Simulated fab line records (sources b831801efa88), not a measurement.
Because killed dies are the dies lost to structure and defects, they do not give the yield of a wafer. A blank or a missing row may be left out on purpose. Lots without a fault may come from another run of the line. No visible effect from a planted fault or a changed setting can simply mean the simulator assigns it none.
Which tool is to blame? ; flow gf180mcu ; Sampling: 12 lots, 36 wafers, 4 of 602 route steps

## WHAT THE GAUGES SHOWED, per wafer
GF_V2_BOW_MEAS_05. Usual: for V2_BOW the level is 100 um and the standard deviation is 7.9.
lot;measured;on;V2_BOW (um);flag
L220;day 19 05:04;film-metro-03;110 87 89;
L221;day 19 16:19;film-metro-02;100 92 104;
L222;day 19 23:20;film-metro-02;103 106 100;
L225;day 20 18:19;film-metro-02;98 97 99;
L229;day 22 16:29;film-metro-02;107 112 109;
L231;day 23 07:28;film-metro-02;99 99 96;
L235;day 24 13:57;film-metro-02;91 104 107;
L239;day 25 19:38;film-metro-02;98 107 103;
L240;day 26 07:47;film-metro-03;101 94 102;
L241;day 27 04:28;film-metro-02;92 93 79;
L242;day 27 05:59;film-metro-03;113 107 108;
L243;day 27 18:23;film-metro-03;99 97 87;

## WHICH TOOL RAN EACH LOT (tool, then ch and the chambers of the sampled wafers, then the start)
lot;GF_DUAL_GATE_OXIDATION_15;GF_M2_METAL_ETCH_16;GF_M2_STRIP_17
L220;furnace-02 ch 0, day 8 09:47;rie-metal-01 ch 0,1, day 19 03:50;plasma-asher-02 ch 0,1, day 19 03:58
L221;furnace-02 ch 0, day 8 18:59;rie-metal-01 ch 0,1, day 19 15:06;plasma-asher-01 ch 0,1, day 19 15:13
L222;furnace-02 ch 0, day 8 20:32;rie-metal-04 ch 0,1, day 19 21:57;plasma-asher-02 ch 0,1, day 19 22:05
L225;furnace-02 ch 0, day 9 13:23;rie-metal-02 ch 0,1, day 20 17:04;plasma-asher-02 ch 0,1, day 20 17:11
L229;furnace-01 ch 0, day 10 22:14;rie-metal-01 ch 0,1, day 22 15:10;plasma-asher-03 ch 0,1, day 22 15:17
L231;furnace-01 ch 0, day 11 12:46;rie-metal-02 ch 0,1, day 23 06:15;plasma-asher-02 ch 0,1, day 23 06:22
L235;furnace-02 ch 0, day 12 12:55;rie-metal-01 ch 0,1, day 24 12:42;plasma-asher-03 ch 0,1, day 24 12:50
L239;furnace-01 ch 0, day 13 19:59;rie-metal-04 ch 0,1, day 25 18:25;plasma-asher-03 ch 0,1, day 25 18:32
L240;furnace-01 ch 0, day 14 08:07;rie-metal-01 ch 0,1, day 26 06:31;plasma-asher-02 ch 0,1, day 26 06:38
L241;furnace-02 ch 0, day 15 02:19;rie-metal-02 ch 0,1, day 27 03:14;plasma-asher-02 ch 0,1, day 27 03:22
L242;furnace-01 ch 0, day 15 05:50;rie-metal-02 ch 0,1, day 27 04:45;plasma-asher-02 ch 0,1, day 27 04:53
L243;furnace-02 ch 0, day 15 14:50;rie-metal-02 ch 0,1, day 27 17:09;plasma-asher-03 ch 0,1, day 27 17:17
- GF_DUAL_GATE_OXIDATION_15: stabilise 600 s, purge 300 s, target thk 7.098 nm.
- GF_M2_METAL_ETCH_16: etches the open film in Cl2/BCl3, stops on SiO2, target depth 750.8 nm, time 125.1 s.
- GF_M2_STRIP_17: strips in O2/N2.

## WHAT THE TOOLS THEMSELVES READ (means of the sampled wafers that have a number; where no wafer has one, the mark that the record gives instead)
GF_DUAL_GATE_OXIDATION_15. Usual: value, then standard deviation, for each; spike-tc-bottom-C 868.2 C / 1.1; spike-tc-centre-C 850.6 C / 1.4; spike-tc-lower-C 851.1 C / 1.4; spike-tc-top-C 863.9 C / 1.8; spike-tc-upper-C 850.1 C / 1; tube-center-temp-C 849.99 C / 0.076; tube_center_temp_C_max 852.2 / 0.35.
lot;tool;spike-tc-bottom-C (C);spike-tc-centre-C (C);spike-tc-lower-C (C);spike-tc-top-C (C);spike-tc-upper-C (C);tube-center-temp-C (C);tube_center_temp_C_max;flag
L220;furnace-02;867.5;850.6;850.0;862.4;849.9;849.99;851.9;
L221;furnace-02;867.8;849.7;850.5;862.7;849.8;849.99;852.2;
L222;furnace-02;867.0;850.0;850.0;861.3;849.8;849.98;852.3;
L225;furnace-02;866.3;848.5;850.8;862.3;850.1;849.98;852.2;
L229;furnace-01;886.5;868.2;869.2;882.0;867.3;867.23;869.5;OFF
L231;furnace-01;885.3;869.6;868.2;882.8;868.0;867.25;869.5;OFF
L235;furnace-02;867.6;849.9;850.8;861.7;850.2;850.01;852.0;
L239;furnace-01;867.8;851.2;851.5;865.4;850.6;849.99;852.0;
L240;furnace-01;868.0;851.2;852.6;865.2;850.0;850.04;852.6;
L241;furnace-02;867.3;849.1;849.3;862.9;850.2;849.97;852.5;
L242;furnace-01;867.7;852.0;850.9;865.1;851.3;849.98;852.2;
L243;furnace-02;868.1;848.8;850.7;862.4;850.3;849.92;852.0;

GF_M2_METAL_ETCH_16. Usual: chamber-pressure-mTorr 8.000 mTorr, standard deviation 0.0066; drypump-motor-current-A 5.9 A, standard deviation 0.43; oes-product-au 0.983 a.u., standard deviation 0.0049; throttle-valve-pct 28.237 %, standard deviation 0.0098.
lot;tool;chamber-pressure-mTorr (mTorr);drypump-motor-current-A (A);oes-product-au (a.u.);throttle-valve-pct (%);flag
L220;rie-metal-01;7.997;5.9;0.986;28.234;
L221;rie-metal-01;8.001;5.9;0.986;28.241;
L222;rie-metal-04;7.999;6.3;0.986;28.240;
L225;rie-metal-02;8.000;5.8;0.984;28.236;
L229;rie-metal-01;7.997;5.9;0.983;28.239;
L231;rie-metal-02;7.998;6.1;0.984;28.239;
L235;rie-metal-01;7.995;5.9;0.981;28.237;
L239;rie-metal-04;8.001;5.8;0.979;28.235;
L240;rie-metal-01;8.005;5.6;0.980;28.236;
L241;rie-metal-02;7.999;6.0;0.986;28.236;
L242;rie-metal-02;7.998;6.1;0.986;28.237;
L243;rie-metal-02;8.004;6.0;0.984;28.237;

GF_M2_STRIP_17. Usual: chamber-pressure-mTorr 1500.2 mTorr, standard deviation 1.2; drypump-motor-current-A 5.5 A, standard deviation 0.37; heater-power-w 349 W, standard deviation 22; oes-product-au 0.540 a.u., standard deviation 0.0044; strip-time-to-endpoint-s 7.43 s, standard deviation 0.043.
lot;tool;chamber-pressure-mTorr (mTorr);drypump-motor-current-A (A);heater-power-w (W);oes-product-au (a.u.);strip-time-to-endpoint-s (s);flag
L220;plasma-asher-02;1499.7;5.7;372;0.541;7.37;
L221;plasma-asher-01;1500.3;5.2;332;0.542;7.45;
L222;plasma-asher-02;1499.9;5.7;373;0.542;7.41;
L225;plasma-asher-02;1500.7;5.7;369;0.540;7.42;
L229;plasma-asher-03;1500.0;5.5;332;0.535;7.48;
L231;plasma-asher-02;1500.7;5.7;369;0.538;7.47;
L235;plasma-asher-03;1500.5;5.8;341;0.541;7.45;
L239;plasma-asher-03;1500.2;5.8;334;0.545;7.46;
L240;plasma-asher-02;1500.2;5.6;371;0.537;7.41;
L241;plasma-asher-02;1498.9;5.7;365;0.543;7.43;
L242;plasma-asher-02;1500.4;5.7;372;0.535;7.43;
L243;plasma-asher-03;1499.3;5.7;335;0.539;7.39;

## THE ANSWER, worked out from the rows above alone
Rule: lot off if the mean of its wafers having a number is beyond 3 standard deviations from the usual mean. Also off: a lot with no number at a reading for which 4 or more lots have one. Where the step has rows for the other lots, those lots are counted as sound. First the gauges in route order, then the tools' own readings, where a lot's mean is used as printed above. The first step at which some lot is off is used, and at that step the reading that is off furthest; a lot without a number counts as furthest.
Off: L229, L231, at GF_DUAL_GATE_OXIDATION_15 (tube-center-temp-C).
If a tool, at that step or one of the process steps before it, ran each lot that is off and ran no sound lot following the first of them, it fits. No candidate that was tried fits.

## WHAT THE SIMULATOR PUT IN
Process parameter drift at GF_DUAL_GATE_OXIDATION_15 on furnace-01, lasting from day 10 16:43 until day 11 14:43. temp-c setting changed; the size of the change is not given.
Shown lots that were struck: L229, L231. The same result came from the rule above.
